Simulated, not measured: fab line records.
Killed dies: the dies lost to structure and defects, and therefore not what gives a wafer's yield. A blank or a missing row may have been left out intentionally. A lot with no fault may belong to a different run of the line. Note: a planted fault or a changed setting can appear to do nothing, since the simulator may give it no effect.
Commonality check across tools    flow sky130    14 lots and 42 wafers in the sample

== WHAT PROMPTED THE OPENING ==
SKY_LDD_HVP_TW_MEAS_10, reading LDD_HVP_TW: flagged on 2 of 14 lots. Fault-free wafers read 458.4, with a standard deviation of 2.
Rule: a lot gets a flag if all its wafers with a number sit over 4 standard deviations from that mean, or if no wafer of it has a number. As for the other lots, they are considered sound.

lot   measured      on             LDD_HVP_TW, wafer by wafer  flag
L203  day 21 08:23  film_metro-01  456.2 454.8 453.6           
L206  day 22 17:26  film_metro-01  457.3 456.9 456.6           
L207  day 23 05:11  film_metro-04  457.3 457.4 455.8           
L211  day 24 20:02  film_metro-03  460.9 460.3 459.3           
L212  day 25 01:50  film_metro-03  457.6 458.5 460.2           
L213  day 25 09:50  film_metro-04  459.6 458.3 461.2           
L214  day 25 20:28  film_metro-04  457.2 457.2 456.9           
L215  day 26 04:07  film_metro-03  458.4 462.1 460.4           
L216  day 26 12:08  film_metro-04  460.9 459.6 458.2           
L219  day 27 09:25  film_metro-03  72.5 73.4 72.7              FLAGGED
L220  day 27 14:29  film_metro-03  459.8 459.3 459.7           
L221  day 28 01:28  film_metro-03  72.3 73.0 73.0              FLAGGED
L222  day 28 11:59  film_metro-03  457.2 456.8 458.4           
L226  day 29 20:02  film_metro-01  461.5 460.5 460.9           
The numbers of the flagged lots are 72.8 on average: -385.6 against the usual, or -99 or more standard deviations.

== EACH LOT AND THE TOOL IT RAN ON ==
The record holds 1 process step before the reading, out of a route of 708 steps. Read each cell as the tool, then ch plus the chambers that the sampled wafers visited, then the start.
lot   flag     SKY_LDD_HVP_DEVELOP_06
L203           litho_track-03 ch 0, day 21 07:56
L206           litho_track-03 ch 0, day 22 16:59
L207           litho_track-03 ch 0, day 23 04:46
L211           litho_track-04 ch 0, day 24 19:36
L212           litho_track-03 ch 0, day 25 01:25
L213           litho_track-04 ch 0, day 25 09:24
L214           litho_track-02 ch 0, day 25 20:01
L215           litho_track-02 ch 0, day 26 03:40
L216           litho_track-02 ch 0, day 26 11:43
L219  FLAGGED  litho_track-02 ch 0, day 27 08:58
L220           litho_track-04 ch 0, day 27 14:03
L221  FLAGGED  litho_track-02 ch 0, day 28 01:01
L222           litho_track-04 ch 0, day 28 11:33
L226           litho_track-03 ch 0, day 29 19:37
What these steps do:
- SKY_LDD_HVP_DEVELOP_06: develop time 60 s.
- SKY_LDD_HVP_TW_MEAS_10

== FLAGGED OVER TOTAL, TOOL BY TOOL (the gauges that took the reading come last) ==
step                    tool            lots run  flagged  share of the flagged lots  sound lots run after its first flagged lot
SKY_LDD_HVP_DEVELOP_06  litho_track-02  5         2        all                        0
SKY_LDD_HVP_DEVELOP_06  litho_track-03  5         0        none                       -
SKY_LDD_HVP_DEVELOP_06  litho_track-04  4         0        none                       -
SKY_LDD_HVP_TW_MEAS_10  film_metro-01   3         0        none                       -
SKY_LDD_HVP_TW_MEAS_10  film_metro-03   7         2        all                        2 (L220,L222)
SKY_LDD_HVP_TW_MEAS_10  film_metro-04   4         0        none                       -

== WHAT THE TABLE ALLOWS ==
litho_track-02 at SKY_LDD_HVP_DEVELOP_06 and film_metro-03 at SKY_LDD_HVP_TW_MEAS_10 are the 2 rows of the table that ran each flagged lot.
- litho_track-02 at SKY_LDD_HVP_DEVELOP_06 ran 5 lots, 2 of them flagged. A fault beginning between L216 (day 26 11:43), its last sound lot, and L219 (day 27 08:58), its first flagged one, fits the data.
- film_metro-03 at SKY_LDD_HVP_TW_MEAS_10 ran 7 lots, 2 of them flagged. Sound lots ran on it after the first flagged one (L220, L222), which a lasting fault on the whole tool wouldn't allow.
Left over: one tool, litho_track-02 at SKY_LDD_HVP_DEVELOP_06.

== WHAT THE SIMULATOR PUT IN ==
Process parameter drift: litho_track-02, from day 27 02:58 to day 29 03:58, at SKY_LDD_HVP_DEVELOP_06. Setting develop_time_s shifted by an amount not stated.
Shown lots that were struck: L219, L221. The same result came from the rule above.
